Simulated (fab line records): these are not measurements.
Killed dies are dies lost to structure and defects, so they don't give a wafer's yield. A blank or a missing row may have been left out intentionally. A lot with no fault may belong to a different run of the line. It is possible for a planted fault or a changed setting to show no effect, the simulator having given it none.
Which of the tools did it? | flow gf180mcu | 42 wafers from 14 lots sampled at 3 of the route's 602 steps

== WHAT THE GAUGES SHOWED, per wafer ==
GF_SALICIDE_THK_MEAS_05: measures by xrf. Usual: SALICIDE_TIN_THK gives 19.98 nm (standard deviation 0.21).
lot  | measured     | on            | SALICIDE_TIN_THK (nm) | flag
L700 | day 15 17:59 | film metro-04 | 19.91 19.96 20.02     |
L701 | day 16 05:28 | film metro-03 | 19.86 19.81 19.87     |
L702 | day 16 12:37 | film metro-01 | 20.37 20.10 20.37     |
L703 | day 16 18:05 | film metro-04 | 20.07 20.14 20.09     |
L704 | day 16 19:55 | film metro-04 | 19.75 19.82 19.82     |
L705 | day 17 08:23 | film metro-01 | 19.59 19.62 19.54     |
L706 | day 17 14:39 | film metro-04 | 20.16 20.04 20.07     |
L707 | day 18 03:56 | film metro-04 | 19.97 19.95 19.91     |
L713 | day 20 10:21 | film metro-03 | 19.94 19.95 19.80     |
L714 | day 20 14:22 | film metro-04 | 20.27 19.92 20.23     |
L715 | day 20 20:10 | film metro-01 | 20.22 20.20 20.04     |
L719 | day 22 08:31 | film metro-03 | 19.98 20.13 20.04     |
L721 | day 23 00:38 | film metro-03 | 19.79 19.76 19.90     |
L722 | day 23 07:34 | film metro-03 | 20.07 20.05 20.05     |

== TOOL THAT RAN EACH LOT (tool first, then ch and the chambers of the sampled wafers, then the start) ==
lot  | GF_SAB_ETCH_11                     | GF_SAB_WET_ETCH_12
L700 | rie diel-04 ch 0,1,2, day 15 17:27 | wet bench-03 ch 1, day 15 17:28
L701 | rie diel-04 ch 0,1, day 16 04:55   | wet bench-01 ch 0, day 16 04:56
L702 | rie diel-02 ch 0,1, day 16 12:03   | wet bench-01 ch 3, day 16 12:04
L703 | rie diel-04 ch 0,1,3, day 16 17:34 | wet bench-03 ch 0, day 16 17:35
L704 | rie diel-02 ch 1,3, day 16 19:23   | wet bench-04 ch 1, day 16 19:24
L705 | rie diel-01 ch 0,3, day 17 07:49   | wet bench-01 ch 0, day 17 07:50
L706 | rie diel-01 ch 0,1,2, day 17 14:07 | wet bench-04 ch 3, day 17 14:08
L707 | rie diel-01 ch 0,1, day 18 03:24   | wet bench-01 ch 0, day 18 03:25
L713 | rie diel-02 ch 0,1,3, day 20 09:40 | wet bench-04 ch 3, day 20 09:41
L714 | rie diel-02 ch 2,3, day 20 13:42   | wet bench-04 ch 0, day 20 13:43
L715 | rie diel-04 ch 0,2,3, day 20 19:39 | wet bench-03 ch 1, day 20 19:40
L719 | rie diel-01 ch 0,1,3, day 22 08:00 | wet bench-01 ch 2, day 22 08:01
L721 | rie diel-02 ch 1,2,3, day 23 00:05 | wet bench-01 ch 2, day 23 00:06
L722 | rie diel-01 ch 0,2,3, day 23 06:52 | wet bench-01 ch 0, day 23 06:53
- GF_SAB_ETCH_11: etches SiO2 in C4F8/O2/Ar, target depth 55 nm, time 8.5 s.
- GF_SAB_WET_ETCH_12: etches SiO2 in dHF, target depth 22 nm, time 440 s.

== WHAT THE TOOLS THEMSELVES READ (means of the sampled wafers that have a number; where no wafer has one, the mark that the record gives instead) ==
GF_SAB_ETCH_11. Usual: oes product au reads 1.002 a.u. (standard deviation 0.0079).
lot  | tool        | oes product au (a.u.) | flag
L700 | rie diel-04 | 1.002                 |
L701 | rie diel-04 | 1.014                 |
L702 | rie diel-02 | 0.999                 |
L703 | rie diel-04 | 1.002                 |
L704 | rie diel-02 | 0.999                 |
L705 | rie diel-01 | 1.006                 |
L706 | rie diel-01 | 1.000                 |
L707 | rie diel-01 | 0.994                 |
L713 | rie diel-02 | 1.005                 |
L714 | rie diel-02 | 0.998                 |
L715 | rie diel-04 | 1.006                 |
L719 | rie diel-01 | 0.996                 |
L721 | rie diel-02 | 0.997                 |
L722 | rie diel-01 | 1.008                 |

GF_SAB_WET_ETCH_12. Usual: run length s reads 468 s (standard deviation 4.2).
lot  | tool         | run length s (s) | flag
L700 | wet bench-03 | 472              |
L701 | wet bench-01 | 474              |
L702 | wet bench-01 | 473              |
L703 | wet bench-03 | 465              |
L704 | wet bench-04 | 475              |
L705 | wet bench-01 | 368              | OFF
L706 | wet bench-04 | 474              |
L707 | wet bench-01 | 369              | OFF
L713 | wet bench-04 | 466              |
L714 | wet bench-04 | 466              |
L715 | wet bench-03 | 465              |
L719 | wet bench-01 | 464              |
L721 | wet bench-01 | 464              |
L722 | wet bench-01 | 472              |

== THE ANSWER, worked out from the rows above alone ==
Rule: take the mean of a lot's wafers that have a number; if it is more than 3 standard deviations from the usual mean, the lot is off. A lot without any number at a reading at which 4 lots or more have one is off too. The other lots that the step has rows for count as sound. The gauges are gone through in route order, then the tools' own readings, and for those a lot's mean is taken as printed above. At the first step where some lot is off, the reading lying furthest off is the one used; lots without a number count as furthest.
Off at GF_SAB_WET_ETCH_12 (run length s): L705, L707.
If a tool, at that step or one of the process steps before it, ran each lot that is off and ran no sound lot following the first of them, it fits. Of those tried, none fits.

== WHAT THE SIMULATOR HAD INSERTED ==
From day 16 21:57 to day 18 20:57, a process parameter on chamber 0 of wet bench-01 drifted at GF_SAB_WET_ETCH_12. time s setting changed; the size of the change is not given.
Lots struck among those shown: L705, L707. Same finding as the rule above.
